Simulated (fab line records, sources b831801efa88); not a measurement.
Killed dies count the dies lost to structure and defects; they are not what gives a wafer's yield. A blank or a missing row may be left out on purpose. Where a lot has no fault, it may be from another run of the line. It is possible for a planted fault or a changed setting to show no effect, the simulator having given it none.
What tool caused it? :: flow gf180mcu :: 39 wafers from 13 lots sampled at 4 of the route's 602 steps

== WHAT EACH GAUGE READ, for each wafer ==
GF_M1_THK_MEAS_06: measures by xrf. Usual: M1_ALCU_THK 447 nm, standard deviation 5.9.
lot: L548
measured: day 16 10:51
on: film-metro-01
M1_ALCU_THK (nm): 443 446 439
flag: 

lot: L549
measured: day 17 07:00
on: film-metro-01
M1_ALCU_THK (nm): 443 438 445
flag: 

lot: L551
measured: day 17 14:59
on: film-metro-01
M1_ALCU_THK (nm): 445 441 440
flag: 

lot: L552
measured: day 18 02:06
on: film-metro-02
M1_ALCU_THK (nm): 449 450 453
flag: 

lot: L553
measured: day 18 10:34
on: film-metro-01
M1_ALCU_THK (nm): 447 451 453
flag: 

lot: L554
measured: day 18 21:11
on: film-metro-02
M1_ALCU_THK (nm): 459 450 452
flag: 

lot: L555
measured: day 19 03:35
on: film-metro-04
M1_ALCU_THK (nm): 448 454 453
flag: 

lot: L556
measured: day 19 09:37
on: film-metro-02
M1_ALCU_THK (nm): 451 449 451
flag: 

lot: L561
measured: day 21 21:55
on: film-metro-04
M1_ALCU_THK (nm): 455 450 451
flag: 

lot: L563
measured: day 22 04:01
on: film-metro-02
M1_ALCU_THK (nm): 440 446 440
flag: 

lot: L566
measured: day 23 03:32
on: film-metro-04
M1_ALCU_THK (nm): 449 451 447
flag: 

lot: L569
measured: day 23 22:50
on: film-metro-04
M1_ALCU_THK (nm): 459 453 462
flag: 

lot: L570
measured: day 24 02:18
on: film-metro-01
M1_ALCU_THK (nm): 444 446 444
flag: 

== WHAT TOOL EACH LOT RAN ON (gives the tool, then ch and the chambers of the sampled wafers, and finally the start) ==
lot: L548
GF_CONTACT_CVD_02: pecvd-02 ch 0,1,2, day 15 10:25
GF_M1_SPUTTER_01: pvd-sputter-01, day 16 10:35
GF_M1_SPUTTER_02: pvd-sputter-01, day 16 10:37

lot: L549
GF_CONTACT_CVD_02: pecvd-03 ch 1,2, day 16 05:39
GF_M1_SPUTTER_01: pvd-sputter-02, day 17 06:42
GF_M1_SPUTTER_02: pvd-sputter-02, day 17 06:44

lot: L551
GF_CONTACT_CVD_02: pecvd-02 ch 0,1,2, day 16 14:09
GF_M1_SPUTTER_01: pvd-sputter-01, day 17 14:43
GF_M1_SPUTTER_02: pvd-sputter-01, day 17 14:45

lot: L552
GF_CONTACT_CVD_02: pecvd-03 ch 0,2, day 17 00:29
GF_M1_SPUTTER_01: pvd-sputter-01, day 18 01:50
GF_M1_SPUTTER_02: pvd-sputter-01, day 18 01:52

lot: L553
GF_CONTACT_CVD_02: pecvd-03 ch 0,1, day 17 08:37
GF_M1_SPUTTER_01: pvd-sputter-02, day 18 10:19
GF_M1_SPUTTER_02: pvd-sputter-02, day 18 10:21

lot: L554
GF_CONTACT_CVD_02: pecvd-03 ch 0,2, day 17 19:07
GF_M1_SPUTTER_01: pvd-sputter-04, day 18 20:56
GF_M1_SPUTTER_02: pvd-sputter-04, day 18 20:58

lot: L555
GF_CONTACT_CVD_02: pecvd-02 ch 0,1,2, day 18 02:13
GF_M1_SPUTTER_01: pvd-sputter-01, day 19 03:20
GF_M1_SPUTTER_02: pvd-sputter-01, day 19 03:22

lot: L556
GF_CONTACT_CVD_02: pecvd-02 ch 0,2, day 18 06:59
GF_M1_SPUTTER_01: pvd-sputter-01, day 19 09:22
GF_M1_SPUTTER_02: pvd-sputter-01, day 19 09:24

lot: L561
GF_CONTACT_CVD_02: pecvd-02 ch 0,1,2, day 20 20:08
GF_M1_SPUTTER_01: pvd-sputter-02, day 21 21:40
GF_M1_SPUTTER_02: pvd-sputter-02, day 21 21:42

lot: L563
GF_CONTACT_CVD_02: pecvd-01 ch 0,1,2, day 21 02:13
GF_M1_SPUTTER_01: pvd-sputter-02, day 22 03:47
GF_M1_SPUTTER_02: pvd-sputter-02, day 22 03:49

lot: L566
GF_CONTACT_CVD_02: pecvd-02 ch 0,2, day 22 02:51
GF_M1_SPUTTER_01: pvd-sputter-01, day 23 03:17
GF_M1_SPUTTER_02: pvd-sputter-01, day 23 03:19

lot: L569
GF_CONTACT_CVD_02: pecvd-03 ch 1,2, day 22 22:03
GF_M1_SPUTTER_01: pvd-sputter-04, day 23 22:36
GF_M1_SPUTTER_02: pvd-sputter-04, day 23 22:38

lot: L570
GF_CONTACT_CVD_02: pecvd-01 ch 0,1,2, day 23 01:59
GF_M1_SPUTTER_01: pvd-sputter-04, day 24 02:04
GF_M1_SPUTTER_02: pvd-sputter-04, day 24 02:05
- GF_CONTACT_CVD_02: deposits SiO2 from TEOS, target thk 860 nm, time 95.992 s.
- GF_M1_SPUTTER_01: material TiN, target thk 30 nm, time 25 s.
- GF_M1_SPUTTER_02: material AlCu, target thk 450 nm, time 23.9 s.

== WHAT THE TOOLS THEMSELVES READ (means of the sampled wafers that have a number; where no wafer has one, the mark that the record gives instead) ==
GF_CONTACT_CVD_02. Usual: 657 W for heater-power-w, sd 79.
lot: L548
tool: pecvd-02
heater-power-w (W): 649
flag: 

lot: L549
tool: pecvd-03
heater-power-w (W): 720
flag: 

lot: L551
tool: pecvd-02
heater-power-w (W): 606
flag: 

lot: L552
tool: pecvd-03
heater-power-w (W): 677
flag: 

lot: L553
tool: pecvd-03
heater-power-w (W): 677
flag: 

lot: L554
tool: pecvd-03
heater-power-w (W): 711
flag: 

lot: L555
tool: pecvd-02
heater-power-w (W): 582
flag: 

lot: L556
tool: pecvd-02
heater-power-w (W): 689
flag: 

lot: L561
tool: pecvd-02
heater-power-w (W): 629
flag: 

lot: L563
tool: pecvd-01
heater-power-w (W): 636
flag: 

lot: L566
tool: pecvd-02
heater-power-w (W): 659
flag: 

lot: L569
tool: pecvd-03
heater-power-w (W): 735
flag: 

lot: L570
tool: pecvd-01
heater-power-w (W): 686
flag: 

GF_M1_SPUTTER_01. Usual: cathode-dc-power-W 6500.1 W, standard deviation 1.2; throttle-valve-pct 30.0 %, standard deviation 0.81.
lot: L548
tool: pvd-sputter-01
cathode-dc-power-W (W): 6500.0
throttle-valve-pct (%): 30.5
flag: 

lot: L549
tool: pvd-sputter-02
cathode-dc-power-W (W): 6500.4
throttle-valve-pct (%): 30.2
flag: 

lot: L551
tool: pvd-sputter-01
cathode-dc-power-W (W): 6500.3
throttle-valve-pct (%): 30.0
flag: 

lot: L552
tool: pvd-sputter-01
cathode-dc-power-W (W): 6499.1
throttle-valve-pct (%): 29.6
flag: 

lot: L553
tool: pvd-sputter-02
cathode-dc-power-W (W): 6500.9
throttle-valve-pct (%): 29.5
flag: 

lot: L554
tool: pvd-sputter-04
cathode-dc-power-W (W): 6499.8
throttle-valve-pct (%): 30.1
flag: 

lot: L555
tool: pvd-sputter-01
cathode-dc-power-W (W): 6500.3
throttle-valve-pct (%): 30.8
flag: 

lot: L556
tool: pvd-sputter-01
cathode-dc-power-W (W): 6500.0
throttle-valve-pct (%): 31.0
flag: 

lot: L561
tool: pvd-sputter-02
cathode-dc-power-W (W): 6443.3
throttle-valve-pct (%): 29.9
flag: OFF

lot: L563
tool: pvd-sputter-02
cathode-dc-power-W (W): 6388.5
throttle-valve-pct (%): 30.0
flag: OFF

lot: L566
tool: pvd-sputter-01
cathode-dc-power-W (W): 6499.8
throttle-valve-pct (%): 31.0
flag: 

lot: L569
tool: pvd-sputter-04
cathode-dc-power-W (W): 6500.2
throttle-valve-pct (%): 29.8
flag: 

lot: L570
tool: pvd-sputter-04
cathode-dc-power-W (W): 6500.2
throttle-valve-pct (%): 29.0
flag: 

GF_M1_SPUTTER_02. Usual: cathode-dc-power-W 10600 W, standard deviation 1.8; throttle-valve-pct 30.1 %, standard deviation 0.8.
lot: L548
tool: pvd-sputter-01
cathode-dc-power-W (W): 10599
throttle-valve-pct (%): 30.3
flag: 

lot: L549
tool: pvd-sputter-02
cathode-dc-power-W (W): 10600
throttle-valve-pct (%): 30.4
flag: 

lot: L551
tool: pvd-sputter-01
cathode-dc-power-W (W): 10598
throttle-valve-pct (%): 30.1
flag: 

lot: L552
tool: pvd-sputter-01
cathode-dc-power-W (W): 10600
throttle-valve-pct (%): 29.6
flag: 

lot: L553
tool: pvd-sputter-02
cathode-dc-power-W (W): 10600
throttle-valve-pct (%): 29.5
flag: 

lot: L554
tool: pvd-sputter-04
cathode-dc-power-W (W): 10600
throttle-valve-pct (%): 30.2
flag: 

lot: L555
tool: pvd-sputter-01
cathode-dc-power-W (W): 10601
throttle-valve-pct (%): 30.6
flag: 

lot: L556
tool: pvd-sputter-01
cathode-dc-power-W (W): 10600
throttle-valve-pct (%): 31.0
flag: 

lot: L561
tool: pvd-sputter-02
cathode-dc-power-W (W): 10600
throttle-valve-pct (%): 30.1
flag: 

lot: L563
tool: pvd-sputter-02
cathode-dc-power-W (W): 10600
throttle-valve-pct (%): 29.9
flag: 

lot: L566
tool: pvd-sputter-01
cathode-dc-power-W (W): 10599
throttle-valve-pct (%): 30.9
flag: 

lot: L569
tool: pvd-sputter-04
cathode-dc-power-W (W): 10599
throttle-valve-pct (%): 29.7
flag: 

lot: L570
tool: pvd-sputter-04
cathode-dc-power-W (W): 10599
throttle-valve-pct (%): 28.9
flag: 

== THE ANSWER, worked out from the rows above alone ==
Rule: a lot counts as off when the mean over its wafers that have a number is more than 3 standard deviations away from the usual mean. A lot without any number at a reading at which 4 lots or more have one is off too. All remaining lots with rows at the step are treated as sound. First the gauges in route order, then the tools' own readings, where a lot's mean is used as printed above. At the first step where some lot is off, the reading lying furthest off is the one used; lots without a number count as furthest.
Off at GF_M1_SPUTTER_01 (cathode-dc-power-W): L561, L563.
A tool fits if, at that step or a process step before it, it ran every lot that is off, and no sound lot after the first of them. One candidate fits, namely pvd-sputter-02 at GF_M1_SPUTTER_01. Its last sound lot is L553 (day 18 10:19), its first lot that is off L561 (day 21 21:40): a fault that began between those two fits.
On the lots that are off, the tool's own readings at GF_M1_SPUTTER_01 differ by more than 5 times the standard deviation of the sound lots' means, which bears it out; cathode-dc-power-W reads 6415.9 W there versus 6500.1 W on the sound lots.

== WHAT THE SIMULATOR HAD PUT IN ==
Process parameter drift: pvd-sputter-02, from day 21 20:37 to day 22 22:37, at GF_M1_SPUTTER_01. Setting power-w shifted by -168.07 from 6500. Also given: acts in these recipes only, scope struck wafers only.
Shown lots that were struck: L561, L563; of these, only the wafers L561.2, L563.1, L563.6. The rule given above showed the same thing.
